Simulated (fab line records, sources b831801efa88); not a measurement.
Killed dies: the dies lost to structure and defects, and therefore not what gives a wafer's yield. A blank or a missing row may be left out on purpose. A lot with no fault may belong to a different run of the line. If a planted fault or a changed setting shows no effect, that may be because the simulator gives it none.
Code-filled problem report in 8D (eight disciplines) form | flow gf180mcu | the parts of the form that need people (team, actions taken, sign-off) are left out

## 1. WHAT IS WRONG
Mean V5_W_RS at GF_V5_RS_MEAS_24: 0.396 ohm/sq over 9 wafers in 3 lots; fault-free wafers: 0.328 ohm/sq, standard deviation 0.0039. That puts it +17 standard deviations away from the usual mean.
The step: measures by four-point-probe.
Earliest sighting: wafer L986.1 on film_metro-01 at day 32 02:17. Wafers with a number at this step in the record: 33, from 11 lots. Rule for "out", or "out of limits": more than 4 standard deviations from the usual mean. Any other wafer with a number is counted as sound.

## 2. WHAT IT IS, WHAT IT ISN'T
question                    | is                           | is not
which readings at this step | V5_W_RS                      | -
which lots                  | L986, L987, L988             | L971, L973, L974, L979, L989, L990, L991, L994
which wafers of those lots  | all that have a number       | -
read on which gauges        | film_metro-01, film_metro-02 | film_metro-04
when                        | from day 32 02:17            | up to then (12 sound wafers); but 12 sound wafers of L989, L990, L991, L994 came after

## 3. WHAT RULES OUT EACH SUSPECT
Counting: a tool at a process step up to the reading stays a suspect if it ran every lot that is out and no sound lot after the first of them.
- the gauge at GF_V5_RS_MEAS_24 is ruled out. Those wafers that are out were read across 2 gauges (film_metro-01, film_metro-02).
- cvd_w-01 at GF_V5_CVD_23 (deposits W, target thk 350 nm, time 104.9 s): kept. All lots that are out passed through it, beginning with L986 at day 32 02:10, and no sound lot followed; its final sound lot before that point was L979 at day 30 09:37.
Remaining after the count: cvd_w-01 at GF_V5_CVD_23.

## 4. THE CAUSE (what the simulator had put in)
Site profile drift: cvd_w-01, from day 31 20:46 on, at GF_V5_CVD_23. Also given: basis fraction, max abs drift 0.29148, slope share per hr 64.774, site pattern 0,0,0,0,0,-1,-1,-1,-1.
This tool alone remained once counting was done.

## 5. SEQUENCE OF EFFECTS, ordered by route
Each row: a reading where the mean over the struck wafers with a number is more than 3 standard deviations away from the usual. Only readings for which the record gives a usual standard deviation are gone through. hours: the time from each lot's start at the first step in this table that gives one to its start at this step, as a median over the lots. sigmas: the change in usual standard deviations.
hours | step              | reading  | usual        | on struck wafers | change | sigmas
0     | GF_V5_RS_MEAS_24  | V5_W_RS  | 0.328 ohm/sq | 0.396            | +0.068 | +17
0     | GF_V5_THK_MEAS_25 | V5_W_THK | 344 nm       | 296              | -48    | -8.4
At these later measuring or inspecting steps, every struck wafer for which the step has a row has a number for every such reading, and none has moved that far: GF_TOP_METAL_THK_MEAS_06.

## 6. HOW IT WOULD HAVE BEEN CAUGHT EARLIER
6 hours passed between the start of the fault at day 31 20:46 and the first reading out of limits at a measuring or inspecting step in this record, taken at day 32 02:17.
An alarm limit of 4 standard deviations would not have fired on the tool readings at GF_V5_CVD_23 for which the record gives a usual standard deviation, since none of them was out on any struck wafer.
Lots out: 3; of these, L987, L988 started GF_V5_CVD_23 on cvd_w-01 after day 32 02:17. A hold on the tool at that time would have spared those 2.
